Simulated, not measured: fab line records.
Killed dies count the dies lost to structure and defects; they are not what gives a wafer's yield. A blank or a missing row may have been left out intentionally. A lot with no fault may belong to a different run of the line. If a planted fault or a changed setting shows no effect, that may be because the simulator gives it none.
Chamber matching -- flow sky130 -- cmp-02 running SKY_CONTACT_CMP_04: 4 sister chambers
The step polishes SiO2. 18 wafers are shown with their chamber, then 8 later ones without.

## WAFERS PAIRED WITH THEIR CHAMBERS
wafer,chamber,motor current A (A),retaining ring pressure frac,head pressure psi (psi)
L796.1,0,13.3,0.996,4.013
L796.3,3,10.4,1.005,3.994
L796.4,1,13.2,1.002,3.998
L799.1,1,13.5,1.000,3.990
L799.3,3,9.9,1.005,4.003
L799.4,2,13.1,1.002,3.995
L800.2,3,10.2,0.998,4.004
L800.3,2,12.7,0.994,4.001
L800.4,0,13.4,0.995,4.000
L801.3,3,9.6,1.002,4.001
L801.4,2,12.2,1.003,3.990
L801.6,2,13.0,1.000,4.001
L802.1,3,10.6,1.005,3.991
L802.3,2,12.4,0.996,4.006
L802.6,1,13.2,0.991,4.008
L807.1,1,12.7,0.995,4.007
L807.4,2,12.5,0.999,4.000
L807.6,3,10.0,1.011,3.995

SIGNATURES (means of the wafers above)
reading,chamber 0,chamber 1,chamber 2,chamber 3,scatter within a chamber
motor current A,13.350,13.150,12.650,10.117,0.338
retaining ring pressure frac,0.99550,0.99700,0.99900,1.00433,0.00402
head pressure psi,4.00650,4.00075,3.99883,3.99800,0.00654
Rule: for each reading, subtract the chamber's mean from the wafer's reading, divide by that reading's scatter and square the result; add these up over the readings and take the root, which gives the wafer's distance from the chamber. If the next closest chamber is less than 2 further off than the closest, the wafer can't be placed; otherwise it belongs to the closest. The scatter is the square root of a quotient: the sum, over the shown wafers, of each reading's squared deviation from its chamber's mean, divided by wafers minus chambers.

## WAFERS MISSING THEIR CHAMBER
wafer,motor current A (A),retaining ring pressure frac,head pressure psi (psi)
L809.3,13.4,1.007,4.001
L809.6,9.5,1.004,4.004
L810.2,13.0,1.001,4.007
L811.2,12.5,1.003,4.006
L811.5,12.2,1.000,3.984
L819.2,12.4,1.000,3.986
L819.4,9.7,1.001,3.991
L819.5,13.2,1.004,3.987

## EACH ONE'S CHAMBER
wafer,from the rows above,in truth
L809.3,can't be placed: 1 or 0 or 2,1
L809.6,3,3
L810.2,can't be placed: 1 or 2 or 0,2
L811.2,can't be placed: 2 or 1 or 0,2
L811.5,can't be placed: 2 or 1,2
L819.2,can't be placed: 2 or 1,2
L819.4,3,3
L819.5,can't be placed: 2 or 1 or 0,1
Correct placement for 2 of the 8. Not placeable from these rows: 6 (in 6, the candidates include the true chamber). Placed wrongly: 0.
